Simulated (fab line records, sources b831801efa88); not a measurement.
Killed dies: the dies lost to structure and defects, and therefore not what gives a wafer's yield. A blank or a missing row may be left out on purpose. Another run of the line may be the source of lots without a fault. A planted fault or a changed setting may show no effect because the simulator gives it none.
Chamber matching    flow sky130    4 sister chambers for SKY_CONTACT_CMP_27 on cmp-01
The step polishes, stops on SiO2, t overpolish 15 s, target thk 0 nm. 8 wafers are shown with their chamber, then 11 later ones without.

== EACH WAFER AND ITS CHAMBER ==
wafer   chamber  time-to-endpoint-s (s)  motor-current-A (A)
L079.5  0        82                      10.8
L082.1  2        76                      9.7
L082.2  1        82                      10.9
L082.6  2        74                      10.8
L084.2  1        88                      10.6
L084.3  0        81                      11.2
L084.4  3        83                      11.4
L087.1  3        84                      12.1

== WAFERS WITH NO CHAMBER GIVEN ==
wafer   time-to-endpoint-s (s)  motor-current-A (A)
L087.4  81                      10.6
L087.5  83                      10.4
L089.1  84                      11.8
L089.5  85                      11.8
L089.6  77                      10.1
L092.1  82                      10.7
L092.2  79                      9.9
L092.6  84                      9.9
L097.1  84                      10.8
L097.2  84                      11.8
L097.4  86                      11.3

== CHAMBER TAKEN BY EACH ==
wafer   from the rows above                in truth
L087.4  can't be placed: 0 or 1 or 3 or 2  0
L087.5  can't be placed: 1 or 0 or 3       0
L089.1  can't be placed: 3 or 0 or 1       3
L089.5  can't be placed: 3 or 1 or 0       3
L089.6  can't be placed: 2 or 0            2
L092.1  can't be placed: 0 or 1 or 3       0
L092.2  can't be placed: 2 or 0 or 1       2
L092.6  can't be placed: 1 or 0 or 3       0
L097.1  can't be placed: 1 or 0 or 3       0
L097.2  can't be placed: 3 or 0 or 1       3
L097.4  can't be placed: 1 or 3 or 0       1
Correctly placed: 0 of 11. Not placeable from these rows: 11 (in 11, the candidates include the true chamber). 0 placed wrongly.
How it was worked out, from the rows above alone: a wafer's distance from a chamber is the root of the sum, over the readings, of the square of ((its reading less the chamber's mean) divided by the reading's scatter). If the next closest chamber is less than 2 further off than the closest, the wafer can't be placed; otherwise it belongs to the closest. For every chamber, the mean is computed from those of its wafers that are shown. The scatter: the root of (the sum of the squares of (reading less its chamber's mean) over the shown wafers, divided by (wafers less chambers)).
